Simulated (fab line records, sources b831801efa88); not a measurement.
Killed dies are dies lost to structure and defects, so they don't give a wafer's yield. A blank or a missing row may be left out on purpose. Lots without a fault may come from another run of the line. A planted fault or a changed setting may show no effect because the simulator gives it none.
fab line records | flow sky130
record lots=10 wafers=30 last_day=50
route steps=708 shown METAL4@601 METAL5@662
lots that met no fault: from a run of the same line without faults
start_h: hours from the record's first day to the start of the lot's first wafer shown | wait_h: hours since the lot's step before | " the same as in the row above | L1.1+2: a row that stands for several wafers | - no value, or no start given | * or withheld: withheld | < > ~ a bound
route shown NAME@n: a module of which the file shows steps, and the number in the route of the first | usual: mean/standard deviation of fault-free wafers | same: alike in all rows | chamber/n: place in a boat | sites: the reading at each site | _std_site: their standard deviation | _edge_site: outer sites' mean less inner sites' | radius_mm: how far each site lies from the wafer's centre | mask NAME#n: copy n | behind: the tool/chamber that last shaped the wafer | hold: why the lot was held/for how many hours/how that ended | device: the transistor (n, p or np) that didn't switch | end of line: the same wafers' tests at the end of the route | a step without rows: its recipe alone | killed: dies lost to structure and defects at the first sort, not the wafer's yield | map: a wafer's dies, x killed, . not, _ none there
set.NAME: the setting as run; set.NAME@STEP: as run at that earlier step | model.NAME: the simulator's own value behind a step, which no gauge read
steps of the route over a sample of lots; a table a step, a row a wafer
services: from which hour (start_h, from the record's first day; less than 0 if before it) a tool's chamber was out of use, for how many hours, and why
## steps
# step SKY_METAL4_SPUTTER_03
# recipe material=Ti target_thk_nm=5 power_w=3000 time_s=3.3 chamber_pressure_pa=0.4
# usual cathode_dc_power_W=3000.0/0.51 throttle_valve_pct=30.1/1.1
# columns lot.wafer tool chamber start_h wait_h cathode_dc_power_W throttle_valve_pct
L463.3 pvd_sputter-02 - 921.37 0.0 3000.1 28.6
L463.4 " - " " 3000.7 30.6
L463.6 " - " " 3000.6 30.9
L466.1 pvd_sputter-01 - 961.63 0.0 3000.0 30.8
L466.2 " - " " 2999.0 31.3
L466.4 " - " " 2999.9 30.5
L468.1 pvd_sputter-02 - 964.00 0.0 3000.0 30.7
L468.3 " - " " 3001.1 28.4
L468.5 " - " " 3000.1 28.1
L471.1 pvd_sputter-04 - 991.54 0.0 3001.1 29.7
L471.4 " - " " 2999.9 31.8
L471.5 " - " " 2999.8 30.0
L473.2 pvd_sputter-04 - 997.84 0.0 2999.5 29.3
L473.3 " - " " 2998.9 29.7
L473.4 " - " " 3000.7 31.6
L476.2 pvd_sputter-01 - 1022.17 0.0 2999.6 30.7
L476.4 " - " " 3000.1 31.2
L476.6 " - " " 3000.1 30.9
L477.2 pvd_sputter-02 - 1027.55 0.0 3000.2 28.3
L477.4 " - " " 3000.4 28.2
L477.5 " - " " 3001.8 28.2
L484.2 pvd_sputter-01 - 1071.54 0.0 3000.2 30.8
L484.3 " - " " 3000.1 30.8
L484.5 " - " " 2999.7 30.9
L486.2 pvd_sputter-02 - 1099.38 0.0 3000.2 30.7
L486.4 " - " " 2999.9 29.6
L486.6 " - " " 3000.3 29.9
L485.3 pvd_sputter-02 - 1103.14 0.0 2999.6 29.6
L485.5 " - " " 3000.4 30.8
L485.6 " - " " 2999.7 29.9
# step SKY_METAL5_SPUTTER_01
# recipe material=TiN target_thk_nm=20 power_w=6500 time_s=16.7 chamber_pressure_pa=0.4
# usual cathode_dc_power_W=6499.9/1.1 throttle_valve_pct=30.2/0.89
# columns lot.wafer tool chamber start_h wait_h cathode_dc_power_W throttle_valve_pct
L463.3 pvd_sputter-01 - 997.48 0.0 6499.7 30.9
L463.4 " - " " 6501.5 31.2
L463.6 " - " " 6500.5 30.5
L466.1 pvd_sputter-03 - 1035.55 0.0 6500.3 30.0
L466.2 " - " " 6500.1 29.2
L466.4 " - " " 6500.9 30.4
L468.1 pvd_sputter-01 - 1037.00 0.0 6499.6 31.2
L468.3 " - " " 6500.9 30.5
L468.5 " - " " 6501.6 30.7
L471.1 pvd_sputter-03 - 1062.97 0.0 6499.7 30.1
L471.4 " - " " 6499.0 28.5
L471.5 " - " " 6500.8 29.2
L473.2 pvd_sputter-01 - 1068.55 0.0 6500.3 30.5
L473.3 " - " " 6501.2 30.6
L473.4 " - " " 6499.0 31.3
L476.2 pvd_sputter-01 - 1092.38 0.0 6502.5 30.7
L476.4 " - " " 6501.4 30.9
L476.6 " - " " 6501.2 31.3
L477.2 pvd_sputter-03 - 1096.58 0.0 6500.6 29.9
L477.4 " - " " 6499.6 29.0
L477.5 " - " " 6502.3 30.3
L484.2 pvd_sputter-01 - 1134.11 0.0 6499.2 31.4
L484.3 " - " " 6497.8 30.5
L484.5 " - " " 6498.5 31.0
L486.2 pvd_sputter-03 - 1158.32 0.0 6498.1 29.8
L486.4 " - " " 6498.1 29.3
L486.6 " - " " 6500.0 28.5
L485.3 pvd_sputter-04 - 1161.52 0.0 6499.4 31.7
L485.5 " - " " 6498.1 31.6
L485.6 " - " " 6501.7 29.6
# step SKY_METAL5_DESCUM_14
# recipe chemistry=O2 source_power_w=150 bias_power_w=0 pressure_mtorr=10 temp_c=40 time_s=11
# usual drypump_motor_current_A=5.6/0.43 oes_product_au=0.996/0.0072
# same bias_power_w=0
# columns lot.wafer tool chamber start_h wait_h drypump_motor_current_A oes_product_au rf_hours_counter_h
L463.3 rie_metal-04 0 1019.97 0.1 6.1 0.999 -
L463.4 " 1 " " 5.4 0.999 -
L463.6 " 0 " " 6.0 0.984 -
L466.1 rie_metal-03 1 1057.42 0.1 5.0 0.987 14
L466.2 " 0 " " 5.5 1.010 8
L466.4 " 1 " " 5.0 0.998 -
L468.1 rie_metal-01 1 1058.55 0.1 5.1 0.992 15
L468.3 " 1 " " 5.1 1.001 -
L468.5 " 1 " " 5.1 1.002 -
L471.1 rie_metal-04 1 1083.71 0.1 5.4 0.988 21
L471.4 " 0 " " 6.0 0.987 -
L471.5 " 1 " " 5.4 1.006 -
L473.2 rie_metal-04 1 1089.69 0.1 5.4 0.993 22
L473.3 " 1 " " 5.4 0.997 -
L473.4 " 0 " " 6.1 0.998 -
L476.2 rie_metal-03 1 1112.11 0.1 5.0 0.991 17
L476.4 " 1 " " 5.0 1.003 -
L476.6 " 0 " " 5.5 1.004 -
L477.2 rie_metal-03 0 1116.29 0.1 5.5 1.003 12
L477.4 " 1 " " 5.0 1.002 -
L477.5 " 0 " " 5.5 1.008 -
L484.2 rie_metal-03 0 1152.46 0.1 5.6 1.007 15
L484.3 " 0 " " 5.6 1.011 -
L484.5 " 0 " " 5.5 1.017 -
L486.2 rie_metal-04 0 1175.66 0.1 6.1 0.999 18
L486.4 " 1 " " 5.4 0.991 -
L486.6 " 1 " " 5.4 1.000 -
L485.3 rie_metal-03 1 1177.20 0.1 5.0 0.993 -
L485.5 " 0 " " 5.5 1.003 -
L485.6 " 1 " " 5.0 0.993 -
# step SKY_METAL5_METAL_ETCH_15
# recipe target_depth_a=12600 stop_on=SiO2 over_etch_frac=0.2 time_s=252 chemistry=Cl2/BCl3 resist_sidewall_deg=86 pressure_mtorr=10 icp_w=900 bias_w=48.5 Cl2_flow_sccm=60 bcl3_flow_sccm=30
# usual drypump_motor_current_A=5.6/0.43 oes_product_au=0.894/0.0052 run_length_s=280.4/0.42 throttle_valve_pct=22.264/0.0095
# columns lot.wafer tool chamber start_h wait_h drypump_motor_current_A oes_product_au rf_hours_counter_h run_length_s throttle_valve_pct
L463.3 rie_metal-04 0 1020.07 0.1 6.0 0.887 - 280.2 22.256
L463.4 " 1 " " 5.4 0.899 - 280.8 22.271
L463.6 " 0 " " 6.0 0.905 - 280.3 22.254
L466.1 rie_metal-03 1 1057.45 0.0 5.0 0.895 14 280.6 22.264
L466.2 " 0 " " 5.6 0.901 8 281.2 22.261
L466.4 " 1 " " 5.0 0.903 - 280.1 22.270
L468.1 rie_metal-01 1 1058.59 0.0 5.1 0.893 15 280.2 22.278
L468.3 " 1 " " 5.1 0.900 - 280.5 22.266
L468.5 " 1 " " 5.0 0.895 - 279.9 22.267
L471.1 rie_metal-04 1 1083.74 0.0 5.4 0.894 21 280.3 22.274
L471.4 " 0 " " 6.1 0.890 - 279.7 22.255
L471.5 " 1 " " 5.4 0.891 - 280.2 22.256
L473.2 rie_metal-04 1 1089.72 0.0 5.4 0.891 22 280.4 22.273
L473.3 " 1 " " 5.4 0.895 - 281.0 22.260
L473.4 " 0 " " 6.1 0.897 - 280.1 22.263
L476.2 rie_metal-03 1 1112.14 0.0 5.0 0.887 17 280.4 22.257
L476.4 " 1 " " 5.0 0.901 - 280.2 22.262
L476.6 " 0 " " 5.5 0.888 - 280.9 22.269
L477.2 rie_metal-03 0 1116.32 0.0 5.5 0.898 12 280.9 22.255
L477.4 " 1 " " 5.0 0.902 - 280.4 22.245
L477.5 " 0 " " 5.5 0.905 - 281.2 22.254
L484.2 rie_metal-03 0 1152.49 0.0 5.6 0.932 15 270.2 22.271
L484.3 " 0 " " 5.6 0.946 - 270.0 22.267
L484.5 " 0 " " 5.6 0.941 - 269.8 22.265
L486.2 rie_metal-04 0 1175.69 0.0 6.1 0.899 18 280.1 22.259
L486.4 " 1 " " 5.4 0.908 - 280.6 22.281
L486.6 " 1 " " 5.4 0.892 - 280.1 22.266
L485.3 rie_metal-03 1 1177.30 0.1 5.0 0.887 - 280.1 22.278
L485.5 " 0 " " 5.5 0.943 - 270.3 22.259
L485.6 " 1 " " 5.0 0.899 - 280.6 22.275
# step SKY_METAL5_STRIP_16
# recipe chemistry=O2/N2 power_w=1400 pressure_mtorr=1500 platen_temp_c=withheld o2_flow_sccm=3000 n2_flow_sccm=300 overash_fraction=0.5
# usual drypump_motor_current_A=5.7/0.48 n2_flow_sccm=300.0/0.85 oes_product_au=0.711/0.0042 strip_time_to_endpoint_s=13.18/0.099
# columns lot.wafer tool chamber start_h wait_h drypump_motor_current_A n2_flow_sccm oes_product_au rf_hours_counter_h strip_time_to_endpoint_s
L463.3 plasma_asher-03 0 1020.26 0.1 5.6 299.6 0.712 - 13.23
L463.4 " 1 " " 6.4 299.5 0.713 - 13.18
L463.6 " 1 " " 6.3 299.3 0.708 - 13.28
L466.1 plasma_asher-04 0 1057.69 0.2 5.9 299.8 0.712 62 13.36
L466.2 " 1 " " 4.9 299.5 0.706 62 13.24
L466.4 " 1 " " 4.9 298.4 0.715 - 13.32
L468.1 plasma_asher-04 0 1058.82 0.2 5.8 299.9 0.719 62 13.23
L468.3 " 1 " " 4.9 299.9 0.718 - 13.20
L468.5 " 0 " " 5.8 300.6 0.710 - 13.24
L471.1 plasma_asher-03 0 1083.97 0.2 5.6 299.7 0.708 35 13.09
L471.4 " 0 " " 5.6 301.3 0.714 - 13.09
L471.5 " 0 " " 5.6 300.3 0.718 - 13.16
L473.2 plasma_asher-03 1 1089.96 0.2 6.3 299.6 0.705 36 13.32
L473.3 " 0 " " 5.5 301.1 0.706 - 13.17
L473.4 " 1 " " 6.4 299.8 0.714 - 13.27
L476.2 plasma_asher-04 0 1112.37 0.2 5.8 299.9 0.713 68 13.19
L476.4 " 0 " " 5.8 300.2 0.712 - 13.12
L476.6 " 0 " " 5.8 299.5 0.713 - 13.04
L477.2 plasma_asher-01 0 1116.56 0.2 6.2 300.3 0.713 5 13.17
L477.4 " 1 " " 5.6 301.0 0.710 - 13.23
L477.5 " 0 " " 6.2 299.6 0.704 - 13.00
L484.2 plasma_asher-03 1 1152.72 0.2 6.3 300.3 0.711 42 13.42
L484.3 " 1 " " 6.3 301.8 0.712 - 13.45
L484.5 " 1 " " 6.3 300.3 0.715 - 13.37
L486.2 plasma_asher-04 1 1175.93 0.2 4.9 299.1 0.712 74 13.12
L486.4 " 1 " " 4.9 299.6 0.711 - 13.19
L486.6 " 1 " " 4.9 300.4 0.718 - 13.16
L485.3 plasma_asher-01 1 1177.49 0.1 5.6 300.2 0.711 - 13.18
L485.5 " 1 " " 5.6 301.5 0.703 - 13.51
L485.6 " 0 " " 6.2 299.4 0.710 - 13.15
## services
# columns tool chamber start_h hours kind
rie_metal-04 0 916.68 - clean
rie_metal-04 0 916.68 22.6 scheduled_down
rie_metal-04 0 916.68 22.6 vent_cycle
plasma_asher-01 - 925.50 15.6 pm
rie_metal-03 - 941.03 0.8 repair
rie_metal-01 - 958.34 0.7 repair
pvd_sputter-01 2 961.69 - consumable_replace:kit
pvd_sputter-01 2 961.69 18.0 scheduled_down
rie_metal-01 0 969.07 10.7 repair
plasma_asher-03 - 969.71 0.7 repair
rie_metal-03 - 986.43 14.6 pm
pvd_sputter-04 - 994.79 1.0 repair
plasma_asher-01 - 1014.94 0.6 repair
plasma_asher-01 - 1033.46 2.8 pm
plasma_asher-01 - 1040.23 4.3 pm
rie_metal-03 - 1043.37 1.4 pm
rie_metal-04 - 1046.06 2.8 pm
plasma_asher-01 - 1055.25 9.0 pm
rie_metal-04 - 1064.67 0.1 repair
rie_metal-03 0 1087.26 4.4 repair
rie_metal-03 1 1087.68 18.5 repair
plasma_asher-03 - 1110.74 3.6 repair
pvd_sputter-01 - 1114.07 2.4 repair
rie_metal-04 0 1166.41 5.1 repair
## key
first_sign step=SKY_METAL5_METAL_ETCH_15 reading=run_length_s direction=down sigmas=25 usual=* struck=*
effect step=SKY_METAL5_METAL_ETCH_15 reading=oes_product_au direction=up sigmas=8.9 usual=0.894 struck=0.941
effect step=SKY_METAL5_STRIP_16 reading=strip_time_to_endpoint_s direction=up sigmas=2.7 usual=* struck=*
met_at SKY_METAL5_METAL_ETCH_15
struck_lots L484,L485
struck_wafers L484.2,L484.3,L484.5,L485.5
not_acting_at SKY_METAL4_SPUTTER_03,SKY_METAL5_SPUTTER_01,SKY_METAL5_DESCUM_14
onset_between 1116.32 1152.49
fault kind=process_parameter_drift tool=rie_metal-03 chamber=0 onset_h=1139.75 steps=SKY_METAL5_METAL_ETCH_15 channel=time_s offset=* shape=step end_h=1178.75 acts_in=* stated=*
